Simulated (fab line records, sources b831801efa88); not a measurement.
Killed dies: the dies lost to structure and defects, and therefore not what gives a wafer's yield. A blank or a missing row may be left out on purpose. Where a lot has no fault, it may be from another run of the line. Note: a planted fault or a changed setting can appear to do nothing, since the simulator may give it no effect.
fab line records | flow gf180mcu
[record] lots = 11 | wafers = 33 | last-day = 34
route steps=602 shown VT_IMPLANT@130 PSD@257 M1@330 V2@386
lots with no fault: from the same line, run without faults
start-h: the number of hours between the record's first day and the start of the first shown wafer of the lot | wait-h: hours since the lot's step before | " as in the row above | L1.1+2: several wafers, shown together as one row | - value missing, or start not given | * or withheld: withheld | < > ~ a bound
route shown NAME@n: NAME is a module with steps in the file, n the number in the route of the first one | usual: mean and standard deviation over wafers with no fault | same: alike in all rows | chamber/n: place in a boat | sites: per-site readings | _std_site: how widely they spread, as a standard deviation | _edge_site: inner sites' mean taken away from outer sites' mean | radius-mm: for every site, how far away it sits from the centre of the wafer | mask NAME#n: copy n | behind: the tool/chamber that last shaped the wafer | hold: why the lot went on hold/how many hours it stayed there/how the hold came to an end | device: which transistor (n, p or np) failed to switch | end of line: the same wafers' tests at the end of the route | a step given without rows: its recipe and nothing more | killed: dies lost to structure and defects at the first sort, not the wafer's yield | map: a wafer's dies, x killed, . not, _ none there
set.NAME: the setting that was run; set.NAME@STEP: the one run at that earlier step | model.NAME: the simulator's own value behind a step, which no gauge read
a sample of lots followed through the steps of the route, with each step as a table and each wafer as a row
services: when a tool's chamber went out of use (start-h, in hours from the record's first day, below 0 if earlier), for how many hours, and the reason
[[steps]]
[step GF_VT_IMPLANT_OVL_MEAS_40]
[usual] VT_IMPLANT_03_OVL = -0.1/1.1
lot.wafer | tool       | chamber | start-h | wait-h | VT_IMPLANT_03_OVL[nm]
L807.1    | overlay-01 | -       | 157.01  | 0.1    | -0.7
L807.4    | "          | -       | "       | "      | -0.8
L807.5    | "          | -       | "       | "      | -0.6
L812.1    | overlay-01 | -       | 189.22  | 0.1    | -0.5
L812.2    | "          | -       | "       | "      | -0.4
L812.4    | "          | -       | "       | "      | 1.3
L813.2    | overlay-02 | -       | 198.21  | 0.1    | -0.1
L813.5    | "          | -       | "       | "      | -0.1
L813.6    | "          | -       | "       | "      | 0.6
L816.1    | overlay-02 | -       | 217.42  | 0.1    | 0.4
L816.2    | "          | -       | "       | "      | 1.8
L816.4    | "          | -       | "       | "      | -0.6
L817.1    | overlay-01 | -       | 223.11  | 0.1    | 0.1
L817.4    | "          | -       | "       | "      | 1.1
L817.6    | "          | -       | "       | "      | 1.7
L818.2    | overlay-02 | -       | 230.98  | 0.1    | -0.4
L818.3    | "          | -       | "       | "      | 0.2
L818.4    | "          | -       | "       | "      | 0.1
L819.4    | overlay-02 | -       | 237.59  | 0.1    | 0.7
L819.5    | "          | -       | "       | "      | 0.8
L819.6    | "          | -       | "       | "      | -0.6
L820.1    | overlay-02 | -       | 243.36  | 0.1    | -1.0
L820.2    | "          | -       | "       | "      | 0.7
L820.3    | "          | -       | "       | "      | -0.4
L821.1    | overlay-02 | -       | 252.27  | 0.1    | -0.3
L821.2    | "          | -       | "       | "      | -0.7
L821.4    | "          | -       | "       | "      | -1.2
L822.3    | overlay-01 | -       | 262.38  | 0.1    | 0.0
L822.5    | "          | -       | "       | "      | -0.4
L822.6    | "          | -       | "       | "      | -0.7
L830.2    | overlay-01 | -       | 312.68  | 0.1    | 1.9
L830.4    | "          | -       | "       | "      | 1.9
L830.6    | "          | -       | "       | "      | 0.1
[step GF_PSD_IMPLANT_09]
[recipe] species = BF2 | energy-kev = 40 | dose-cm2 = 1.5e+15 | tilt-deg = 7
[usual] dose-ions-cm2 = 1.4994e+15/1.6e+12 | end-station-pressure-torr = 1.17e-05/5.5e-07 | faraday-current-uA = 8250/180
lot.wafer | tool         | chamber | start-h | wait-h | dose-ions-cm2 | end-station-pressure-torr | faraday-current-uA
L807.1    | implanter-04 | 0       | 316.51  | 0.0    | 1.4992e+15    | 1.25e-05                  | 7950
L807.4    | "            | 0       | "       | "      | 1.4999e+15    | 1.17e-05                  | 8484
L807.5    | "            | 0       | "       | "      | 1.4997e+15    | 1.2e-05                   | 7910
L812.1    | implanter-03 | 0       | 357.61  | 0.0    | 1.5011e+15    | 1.24e-05                  | 8261
L812.2    | "            | 0       | "       | "      | 1.5013e+15    | 1.19e-05                  | 8188
L812.4    | "            | 0       | "       | "      | 1.5001e+15    | 1.15e-05                  | 8090
L813.2    | implanter-03 | 0       | 376.29  | 0.0    | 1.4986e+15    | 1.15e-05                  | 8416
L813.5    | "            | 0       | "       | "      | 1.4983e+15    | 1.12e-05                  | 7940
L813.6    | "            | 0       | "       | "      | 1.4985e+15    | 1.2e-05                   | 8059
L816.1    | implanter-03 | 0       | 396.37  | 0.0    | 1.5013e+15    | 1.09e-05                  | 8562
L816.2    | "            | 0       | "       | "      | 1.4976e+15    | 1.17e-05                  | 8139
L816.4    | "            | 0       | "       | "      | 1.4986e+15    | 1.16e-05                  | 8159
L817.1    | implanter-03 | 0       | 405.81  | 0.0    | 1.499e+15     | 1.2e-05                   | 7817
L817.4    | "            | 0       | "       | "      | 1.4956e+15    | 1.08e-05                  | 8116
L817.6    | "            | 0       | "       | "      | 1.4978e+15    | 1.23e-05                  | 8181
L818.2    | implanter-03 | 0       | 410.88  | 0.0    | 1.4984e+15    | 1.18e-05                  | 8191
L818.3    | "            | 0       | "       | "      | 1.498e+15     | 1.15e-05                  | 8109
L818.4    | "            | 0       | "       | "      | 1.4985e+15    | 1.32e-05                  | 7939
L819.4    | implanter-03 | 0       | 423.08  | 0.1    | 1.5009e+15    | 1.11e-05                  | 8144
L819.5    | "            | 0       | "       | "      | 1.5016e+15    | 1.16e-05                  | 8292
L819.6    | "            | 0       | "       | "      | 1.5007e+15    | 1.17e-05                  | 8333
L820.1    | implanter-04 | 0       | 424.47  | 0.0    | 1.4998e+15    | 1.21e-05                  | 8594
L820.2    | "            | 0       | "       | "      | 1.4999e+15    | 1.21e-05                  | 8071
L820.3    | "            | 0       | "       | "      | 1.4992e+15    | 1.19e-05                  | 8484
L821.1    | implanter-03 | 0       | 440.25  | 0.0    | 2.1987e+15    | 1.44e-05                  | 11994
L821.2    | "            | 0       | "       | "      | 2.1971e+15    | 1.46e-05                  | 11402
L821.4    | "            | 0       | "       | "      | 2.1967e+15    | 1.45e-05                  | 11904
L822.3    | implanter-03 | 0       | 449.67  | 0.1    | 2.1965e+15    | 1.55e-05                  | 11843
L822.5    | "            | 0       | "       | "      | 2.1938e+15    | 1.39e-05                  | 12320
L822.6    | "            | 0       | "       | "      | 2.1926e+15    | 1.5e-05                   | 12418
L830.2    | implanter-01 | 0       | 511.98  | 0.0    | 1.5004e+15    | 1.12e-05                  | 8266
L830.4    | "            | 0       | "       | "      | 1.4984e+15    | 1.14e-05                  | 7846
L830.6    | "            | 0       | "       | "      | 1.501e+15     | 1.22e-05                  | 8102
[step GF_PSD_STRIP_10]
[recipe] chemistry = O2/N2 | power-w = 1400 | pressure-mtorr = 1500 | platen-temp-c = 250 | o2-flow-sccm = 3000 | n2-flow-sccm = 300 | overash-fraction = 0.5
[usual] drypump-motor-current-A = 5.7/0.35 | heater-power-w = 296/31 | oes-product-au = 0.592/0.0045 | strip-time-to-endpoint-s = 16.54/0.041
lot.wafer | tool            | chamber | start-h | wait-h | drypump-motor-current-A | heater-power-w | oes-product-au | rf-hours-counter-h | strip-time-to-endpoint-s
L807.1    | plasma-asher-04 | 1       | 316.66  | 0.1    | 5.1                     | 252            | 0.590          | 21                 | 16.46
L807.4    | "               | 1       | "       | "      | 5.1                     | 251            | 0.594          | -                  | 16.46
L807.5    | "               | 1       | "       | "      | 5.1                     | 254            | 0.591          | -                  | 16.49
L812.1    | plasma-asher-03 | 1       | 357.76  | 0.1    | 6.0                     | 280            | 0.590          | 69                 | 16.54
L812.2    | "               | 0       | "       | "      | 6.0                     | 315            | 0.585          | 69                 | 16.61
L812.4    | "               | 0       | "       | "      | 6.0                     | 307            | 0.590          | -                  | 16.58
L813.2    | plasma-asher-03 | 1       | 376.41  | 0.1    | 6.0                     | 280            | 0.590          | 70                 | 16.56
L813.5    | "               | 0       | "       | "      | 5.9                     | 306            | 0.585          | -                  | 16.53
L813.6    | "               | 1       | "       | "      | 6.0                     | 273            | 0.588          | -                  | 16.55
L816.1    | plasma-asher-04 | 1       | 396.52  | 0.1    | 5.1                     | 249            | 0.597          | 28                 | 16.56
L816.2    | "               | 0       | "       | "      | 5.7                     | 342            | 0.593          | 28                 | 16.55
L816.4    | "               | 0       | "       | "      | 5.7                     | 345            | 0.595          | -                  | 16.53
L817.1    | plasma-asher-03 | 1       | 405.96  | 0.1    | 6.0                     | 278            | 0.598          | 73                 | 16.52
L817.4    | "               | 0       | "       | "      | 6.0                     | 316            | 0.596          | -                  | 16.51
L817.6    | "               | 0       | "       | "      | 6.0                     | 313            | 0.589          | -                  | 16.56
L818.2    | plasma-asher-04 | 1       | 411.00  | 0.1    | 5.1                     | 252            | 0.594          | 30                 | 16.57
L818.3    | "               | 1       | "       | "      | 5.1                     | 254            | 0.588          | -                  | 16.59
L818.4    | "               | 0       | "       | "      | 5.7                     | 335            | 0.593          | -                  | 16.58
L819.4    | plasma-asher-04 | 1       | 423.19  | 0.1    | 5.1                     | 253            | 0.588          | -                  | 16.59
L819.5    | "               | 0       | "       | "      | 5.7                     | 340            | 0.593          | -                  | 16.58
L819.6    | "               | 1       | "       | "      | 5.1                     | 250            | 0.591          | -                  | 16.62
L820.1    | plasma-asher-03 | 0       | 424.62  | 0.1    | 6.0                     | 314            | 0.594          | 75                 | 16.56
L820.2    | "               | 1       | "       | "      | 6.0                     | 286            | 0.594          | 75                 | 16.57
L820.3    | "               | 1       | "       | "      | 6.0                     | 277            | 0.594          | -                  | 16.57
L821.1    | plasma-asher-04 | 1       | 440.40  | 0.1    | 5.1                     | 253            | 0.565          | 33                 | 17.75
L821.2    | "               | 0       | "       | "      | 5.7                     | 344            | 0.571          | 33                 | 17.76
L821.4    | "               | 1       | "       | "      | 5.1                     | 251            | 0.568          | -                  | 17.74
L822.3    | plasma-asher-02 | 0       | 449.81  | 0.1    | 6.1                     | 280            | 0.569          | -                  | 17.76
L822.5    | "               | 0       | "       | "      | 6.1                     | 283            | 0.563          | -                  | 17.81
L822.6    | "               | 1       | "       | "      | 5.5                     | 294            | 0.563          | -                  | 17.77
L830.2    | plasma-asher-04 | 0       | 512.10  | 0.1    | 5.7                     | 344            | 0.586          | 40                 | 16.50
L830.4    | "               | 0       | "       | "      | 5.7                     | 349            | 0.601          | -                  | 16.59
L830.6    | "               | 1       | "       | "      | 5.1                     | 260            | 0.595          | -                  | 16.56
[step GF_PSD_TW_MEAS_11]
[usual] PSD_TW = 3171/36
lot.wafer | tool          | chamber | start-h | wait-h | PSD_TW
L807.1    | film-metro-03 | -       | 316.76  | 0.1    | 3201
L807.4    | "             | -       | "       | "      | 3205
L807.5    | "             | -       | "       | "      | 3197
L812.1    | film-metro-04 | -       | 357.86  | 0.1    | 3183
L812.2    | "             | -       | "       | "      | 3163
L812.4    | "             | -       | "       | "      | 3166
L813.2    | film-metro-01 | -       | 376.52  | 0.1    | 3151
L813.5    | "             | -       | "       | "      | 3162
L813.6    | "             | -       | "       | "      | 3141
L816.1    | film-metro-01 | -       | 396.62  | 0.1    | 3120
L816.2    | "             | -       | "       | "      | 3123
L816.4    | "             | -       | "       | "      | 3131
L817.1    | film-metro-03 | -       | 406.06  | 0.1    | 3210
L817.4    | "             | -       | "       | "      | 3220
L817.6    | "             | -       | "       | "      | 3210
L818.2    | film-metro-01 | -       | 411.11  | 0.1    | 3129
L818.3    | "             | -       | "       | "      | 3118
L818.4    | "             | -       | "       | "      | 3109
L819.4    | film-metro-04 | -       | 423.28  | 0.1    | 3208
L819.5    | "             | -       | "       | "      | 3209
L819.6    | "             | -       | "       | "      | 3215
L820.1    | film-metro-04 | -       | 424.72  | 0.1    | 3199
L820.2    | "             | -       | "       | "      | 3219
L820.3    | "             | -       | "       | "      | 3206
L821.1    | film-metro-03 | -       | 440.50  | 0.1    | 3450
L821.2    | "             | -       | "       | "      | 3443
L821.4    | "             | -       | "       | "      | 3438
L822.3    | film-metro-04 | -       | 449.91  | 0.1    | 3451
L822.5    | "             | -       | "       | "      | 3474
L822.6    | "             | -       | "       | "      | 3468
L830.2    | film-metro-04 | -       | 512.21  | 0.1    | 3188
L830.4    | "             | -       | "       | "      | 3172
L830.6    | "             | -       | "       | "      | 3197
[step GF_PSD_RS_MEAS_15]
[recipe] thk-meas-gauge = four-point-probe
[usual] PSD_RS = 108.44/0.29
lot.wafer | tool          | chamber | start-h | wait-h | PSD_RS[ohm/sq]
L807.1    | film-metro-01 | -       | 317.08  | 0.1    | 108.70
L807.4    | "             | -       | "       | "      | 108.86
L807.5    | "             | -       | "       | "      | 108.74
L812.1    | film-metro-04 | -       | 358.17  | 0.1    | 108.83
L812.2    | "             | -       | "       | "      | 108.32
L812.4    | "             | -       | "       | "      | 108.55
L813.2    | film-metro-03 | -       | 376.84  | 0.1    | 108.69
L813.5    | "             | -       | "       | "      | 109.10
L813.6    | "             | -       | "       | "      | 108.93
L816.1    | film-metro-03 | -       | 396.94  | 0.1    | 108.44
L816.2    | "             | -       | "       | "      | 108.52
L816.4    | "             | -       | "       | "      | 108.55
L817.1    | film-metro-04 | -       | 406.37  | 0.1    | 108.40
L817.4    | "             | -       | "       | "      | 108.61
L817.6    | "             | -       | "       | "      | 108.62
L818.2    | film-metro-01 | -       | 411.44  | 0.1    | 109.05
L818.3    | "             | -       | "       | "      | 108.85
L818.4    | "             | -       | "       | "      | 108.75
L819.4    | film-metro-04 | -       | 423.63  | 0.1    | 108.29
L819.5    | "             | -       | "       | "      | 108.31
L819.6    | "             | -       | "       | "      | 108.55
L820.1    | film-metro-04 | -       | 425.12  | 0.1    | 108.32
L820.2    | "             | -       | "       | "      | 108.11
L820.3    | "             | -       | "       | "      | 108.39
L821.1    | film-metro-03 | -       | 440.82  | 0.1    | 101.71
L821.2    | "             | -       | "       | "      | 101.61
L821.4    | "             | -       | "       | "      | 101.91
L822.3    | film-metro-04 | -       | 450.41  | 0.1    | 102.01
L822.5    | "             | -       | "       | "      | 101.97
L822.6    | "             | -       | "       | "      | 102.16
L830.2    | film-metro-01 | -       | 512.58  | 0.1    | 108.41
L830.4    | "             | -       | "       | "      | 108.13
L830.6    | "             | -       | "       | "      | 108.57
[step GF_M1_OVL_MEAS_15]
[usual] M1_OVL = 3/4.6
lot.wafer | tool       | chamber | start-h | wait-h | M1_OVL[nm]
L807.1    | overlay-01 | -       | 384.29  | 0.1    | 0
L807.4    | "          | -       | "       | "      | 4
L807.5    | "          | -       | "       | "      | 1
L812.1    | overlay-01 | -       | 430.72  | 0.1    | 11
L812.2    | "          | -       | "       | "      | -1
L812.4    | "          | -       | "       | "      | -3
L813.2    | overlay-01 | -       | 451.00  | 0.1    | 2
L813.5    | "          | -       | "       | "      | 9
L813.6    | "          | -       | "       | "      | -4
L816.1    | overlay-01 | -       | 471.82  | 0.1    | 15
L816.2    | "          | -       | "       | "      | 6
L816.4    | "          | -       | "       | "      | -6
L817.1    | overlay-01 | -       | 482.74  | 0.1    | 14
L817.4    | "          | -       | "       | "      | 9
L817.6    | "          | -       | "       | "      | 11
L818.2    | overlay-02 | -       | 486.53  | 0.1    | 5
L818.3    | "          | -       | "       | "      | 1
L818.4    | "          | -       | "       | "      | 7
L819.4    | overlay-01 | -       | 498.31  | 0.1    | -1
L819.5    | "          | -       | "       | "      | 4
L819.6    | "          | -       | "       | "      | 3
L820.1    | overlay-01 | -       | 501.07  | 0.1    | -1
L820.2    | "          | -       | "       | "      | -1
L820.3    | "          | -       | "       | "      | 9
L821.1    | overlay-01 | -       | 516.32  | 0.1    | 3
L821.2    | "          | -       | "       | "      | -4
L821.4    | "          | -       | "       | "      | -3
L822.3    | overlay-01 | -       | 525.30  | 0.1    | 4
L822.5    | "          | -       | "       | "      | 3
L822.6    | "          | -       | "       | "      | 6
L830.2    | overlay-01 | -       | 583.38  | 0.1    | 2
L830.4    | "          | -       | "       | "      | 2
L830.6    | "          | -       | "       | "      | -1
[step GF_V2_CMP_04]
[recipe] material = SiO2 | down-force-psi = 4 | platen-rpm = 60 | pad-velocity-m-s = 0.94248
[usual] motor-current-A = 12.2/1.5 | time-to-endpoint-s = 78/6.2
lot.wafer | tool   | chamber | start-h | wait-h | motor-current-A | time-to-endpoint-s
L807.4    | cmp-02 | 1       | 435.38  | 0.1    | 13.6            | 78
L807.1    | "      | 3       | "       | "      | 11.7            | 75
L807.5    | "      | 1       | "       | "      | 12.9            | 79
L812.2    | cmp-02 | 1       | 483.17  | 0.1    | 13.3            | 84
L812.4    | "      | 2       | "       | "      | 12.9            | 88
L812.1    | "      | 3       | "       | "      | 12.0            | 71
L813.2    | cmp-01 | 0       | 503.40  | 0.2    | 12.3            | 77
L813.6    | "      | 1       | "       | "      | 14.7            | 81
L813.5    | "      | 2       | "       | "      | 11.1            | 81
L816.4    | cmp-01 | 3       | 522.94  | 0.0    | 9.0             | 82
L816.2    | "      | 0       | "       | "      | 12.6            | 77
L816.1    | "      | 1       | "       | "      | 15.6            | 70
L817.1    | cmp-02 | 3       | 533.83  | 0.1    | 12.0            | 69
L817.4    | "      | 0       | "       | "      | 12.2            | 77
L817.6    | "      | 3       | "       | "      | 12.0            | 75
L818.2    | cmp-02 | 1       | 537.12  | 0.1    | 12.9            | 68
L818.4    | "      | 2       | "       | "      | 13.3            | 87
L818.3    | "      | 3       | "       | "      | 12.2            | 81
L819.4    | cmp-01 | 2       | 548.06  | 0.1    | 10.0            | 85
L819.6    | "      | 0       | "       | "      | 12.4            | 73
L819.5    | "      | 1       | "       | "      | 15.0            | 77
L820.2    | cmp-02 | 1       | 551.57  | 0.1    | 12.7            | 77
L820.3    | "      | 2       | "       | "      | 13.0            | 79
L820.1    | "      | 3       | "       | "      | 12.2            | 68
L821.1    | cmp-01 | 0       | 564.33  | 0.1    | 12.5            | 68
L821.2    | "      | 2       | "       | "      | 10.8            | 77
L821.4    | "      | 3       | "       | "      | 9.1             | 82
L822.3    | cmp-02 | 3       | 573.61  | 0.0    | 11.6            | 74
L822.6    | "      | 3       | "       | "      | 12.4            | 78
L822.5    | "      | 0       | "       | "      | 13.0            | 68
L830.2    | cmp-02 | 2       | 629.35  | 0.1    | 13.6            | 88
L830.4    | "      | 0       | "       | "      | 11.5            | 81
L830.6    | "      | 2       | "       | "      | 13.1            | 99
[[services]]
tool            | chamber | start-h | hours | kind
plasma-asher-02 | -       | 306.18  | 2.8   | pm
implanter-01    | -       | 308.36  | 142.2 | pm
implanter-04    | -       | 330.66  | 6.0   | repair
cmp-02          | -       | 336.50  | 5.6   | pm
cmp-02          | -       | 342.10  | 5.8   | pm
implanter-03    | -       | 347.10  | 1.5   | repair
cmp-01          | -       | 384.78  | 5.6   | pm
implanter-03    | -       | 386.06  | 1.2   | repair
cmp-02          | -       | 404.00  | 4.0   | pm
cmp-02          | -       | 411.99  | 0.8   | repair
plasma-asher-02 | -       | 421.26  | 9.0   | pm
implanter-04    | -       | 429.58  | 2.3   | repair
implanter-04    | -       | 433.24  | 1.7   | repair
plasma-asher-04 | -       | 446.79  | 2.8   | pm
cmp-01          | -       | 458.06  | 1.1   | repair
plasma-asher-03 | -       | 485.96  | 0.4   | repair
cmp-01          | -       | 494.03  | 0.7   | repair
implanter-03    | -       | 507.48  | 2.6   | pm
cmp-02          | -       | 512.71  | 6.7   | pm
cmp-02          | -       | 528.47  | 1.4   | repair
cmp-01          | -       | 554.73  | 2.9   | repair
cmp-01          | -       | 572.00  | 4.0   | pm
cmp-01          | -       | 576.78  | 4.4   | pm
implanter-03    | -       | 611.85  | 3.1   | repair
[[key]]
[first-sign] step = GF_PSD_IMPLANT_09 | reading = dose-ions-cm2 | direction = up | sigmas = 99+ | usual = 1.4994e+15 | struck = 2.1959e+15
[effect] step = GF_PSD_IMPLANT_09 | reading = faraday-current-uA | direction = up | sigmas = 20 | usual = 8250 | struck = 11980
[effect] step = GF_PSD_STRIP_10 | reading = strip-time-to-endpoint-s | direction = up | sigmas = 30 | usual = * | struck = *
[effect] step = GF_PSD_TW_MEAS_11 | reading = PSD_TW | direction = up | sigmas = 7.9 | usual = 3171 | struck = 3454
[effect] step = GF_PSD_RS_MEAS_15 | reading = PSD_RS | direction = down | sigmas = 23 | usual = 108.44 | struck = 101.89
met-at GF_PSD_IMPLANT_09
struck-lots L821,L822
tester-left-out L821,L822
not-acting-at GF_VT_IMPLANT_OVL_MEAS_40,GF_M1_OVL_MEAS_15,GF_V2_CMP_04
onset-between 423.08 440.25
[fault] kind = process-parameter-drift | tool = implanter-03 | chamber = - | onset-h = 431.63 | steps = GF_PSD_IMPLANT_09 | channel = dose-cm2 | offset = 6.9752e+14 | shape = step | end-h = 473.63 | acts-in = these-recipes-only | stated = 1.5e+15
// tester-left-out: of these lots the tester's yield and bins aren't shown, on N5 and GAA mostly nor the transistor test; their killed dies are dies lost to structure and defects alone, not to doping, threshold or leakage, so they don't give the yield
